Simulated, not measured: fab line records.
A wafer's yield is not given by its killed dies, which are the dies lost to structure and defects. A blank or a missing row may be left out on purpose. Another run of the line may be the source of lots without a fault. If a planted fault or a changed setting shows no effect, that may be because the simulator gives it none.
8D (eight disciplines) problem report, filled in by code / flow gf180mcu / the parts of the form that need people (team, actions taken, sign-off) are left out

1. PROBLEM STATEMENT
Wafers without a fault read 36.90 s, standard deviation 0.11; stripTimeToEndpointS at GF_LVPWELL_STRIP_10 reads a mean of 35.77 s on 6 wafers belonging to 2 lots. That puts it -10 standard deviations away from the usual mean.
The step: strips in O2/N2.
The first sign was on wafer L347.3 at day 8 02:46, on plasmaAsher-03. At this step, 36 wafers from 12 lots have a number in the record. Rule for "out" (also "out of limits"): further than 4 standard deviations from the usual mean. The other wafers with a number count as sound.

2. WHAT IT IS, WHAT IT ISN'T
question=which readings at this step | is=stripTimeToEndpointS | is not=drypumpMotorCurrentA, heaterPowerW, oesProductAu, platenTempC
question=which lots | is=L347, L348 | is not=L330, L331, L332, L334, L335, L336, L338, L339, L342, L352
question=which wafers of those lots | is=all that have a number | is not=-
question=read on which tools | is=plasmaAsher-03 | is not=plasmaAsher-02, plasmaAsher-04
question=when | is=from day 8 02:46 | is not=up to then (27 sound wafers); but 3 sound wafers of L352 came after

3. SUSPECTS, AND WHAT RULES EACH OUT
Counting: a tool at any process step up to the reading remains a suspect when it ran all the lots that are out and ran no sound lot after the first of those.
- rieSi-02 at GF_STI_ETCH_14 (etches Si in HBr/Cl2/O2, target depth 360 nm, time 102.9 s): ruled out as a lasting fault. After its first lot that is out, L347 (day 5 22:34), sound lots L352 ran on it.
- lithoTrack-03 at GF_LVPWELL_COAT_02 (resist thk 3000 nm): kept. All lots that are out passed through it, beginning with L347 at day 7 18:15, and no sound lot followed; its final sound lot before that point was L342 at day 6 14:45.
- plasmaAsher-03 at GF_LVPWELL_STRIP_10 (strips in O2/N2): kept. All lots that are out passed through it, beginning with L347 at day 8 02:46, and no sound lot followed; its final sound lot before that point was L339 at day 6 06:32. Its own readings are out on those wafers: stripTimeToEndpointS.
The count leaves plasmaAsher-03 at GF_LVPWELL_STRIP_10 and lithoTrack-03 at GF_LVPWELL_COAT_02.

4. THE CAUSE (what the simulator had put in)
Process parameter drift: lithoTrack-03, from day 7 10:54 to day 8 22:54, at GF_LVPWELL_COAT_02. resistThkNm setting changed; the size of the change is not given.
2 suspects survive the count, and this tool is in that group.

5. THE EFFECT CHAIN, in route order
Each row: a reading where the mean over the struck wafers with a number is more than 3 standard deviations away from the usual. Readings are gone through only where the record gives a usual standard deviation; hours: the median, over the lots, of the time from a lot's start at the first step in this table giving one to that lot's start at this step; sigmas: the change measured in usual standard deviations.
hours=0; step=GF_LVPWELL_STRIP_10; reading=stripTimeToEndpointS; usual=36.90 s; on struck wafers=35.77; change=-1.13; sigmas=-10
The process steps in it:
- GF_LVPWELL_STRIP_10: strips in O2/N2.

6. HOW IT WOULD HAVE BEEN CAUGHT EARLIER
First out-of-limits reading in this record: day 8 02:46, which is 16 hours after fault onset at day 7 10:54.
By day 8 02:46 the whole set of lots that are out, 2 in number, had already begun GF_LVPWELL_COAT_02 on lithoTrack-03. Had the tool been put on hold then, not one of them would have been saved.
